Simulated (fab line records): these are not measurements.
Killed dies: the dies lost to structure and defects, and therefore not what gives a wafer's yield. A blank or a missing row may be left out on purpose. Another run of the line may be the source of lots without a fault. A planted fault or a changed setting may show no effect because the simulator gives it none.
Matching of chambers    flow gf180mcu    3 sister chambers for GF_V5_CVD_02 on pecvd-02
The step deposits SiO2 from TEOS, target thk 1450 nm, time 163.28 s. 20 wafers are shown with their chamber, then 10 later ones without.

== WAFERS PAIRED WITH THEIR CHAMBERS ==
wafer   chamber  heater-power-outer-w (W)  heater-power-w (W)
L074.2  2        338                       643
L074.3  0        477                       629
L074.5  2        379                       713
L075.1  1        399                       689
L075.3  2        376                       719
L075.5  2        267                       568
L076.1  0        543                       761
L076.3  2        308                       608
L076.4  0        451                       622
L077.1  1        382                       682
L077.2  0        562                       772
L077.4  0        454                       637
L078.3  1        319                       608
L078.4  2        271                       574
L078.5  1        374                       659
L083.1  2        364                       693
L083.3  0        563                       800
L083.6  0        448                       631
L084.2  1        395                       680
L084.5  2        277                       583

SIGNATURES (means of the wafers above)
reading               chamber 0  chamber 1  chamber 2  scatter within a chamber
heater-power-outer-w  499.71     373.80     322.50     47
heater-power-w        693.14     663.60     637.62     64.6
Rule: for each reading, subtract the chamber's mean from the wafer's reading, divide by that reading's scatter and square the result; add these up over the readings and take the root, which gives the wafer's distance from the chamber. The wafer belongs to the nearest chamber; if the next one is less than 2 further off, it can't be placed. How the scatter is found: for the shown wafers, subtract from each reading the mean of its chamber, square and add these, divide the total by (wafers less chambers), then take the root.

== WAFERS WITH NO CHAMBER GIVEN ==
wafer   heater-power-outer-w (W)  heater-power-w (W)
L084.6  292                       560
L087.3  314                       617
L087.5  368                       693
L087.6  578                       788
L089.1  473                       650
L089.5  533                       744
L089.6  294                       556
L095.1  563                       800
L095.3  367                       683
L095.6  463                       636

== EACH ONE'S CHAMBER ==
wafer   from the rows above           in truth
L084.6  can't be placed: 2 or 1       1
L087.3  can't be placed: 2 or 1       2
L087.5  can't be placed: 1 or 2       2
L087.6  0                             0
L089.1  can't be placed: 0 or 1       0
L089.5  0                             0
L089.6  can't be placed: 2 or 1       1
L095.1  0                             0
L095.3  can't be placed: 1 or 2       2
L095.6  can't be placed: 0 or 1 or 2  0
Placed correctly: 3 of 10. Can't be placed from these rows: 7 (the true chamber is among the candidates in 7). Number placed wrongly: 0.
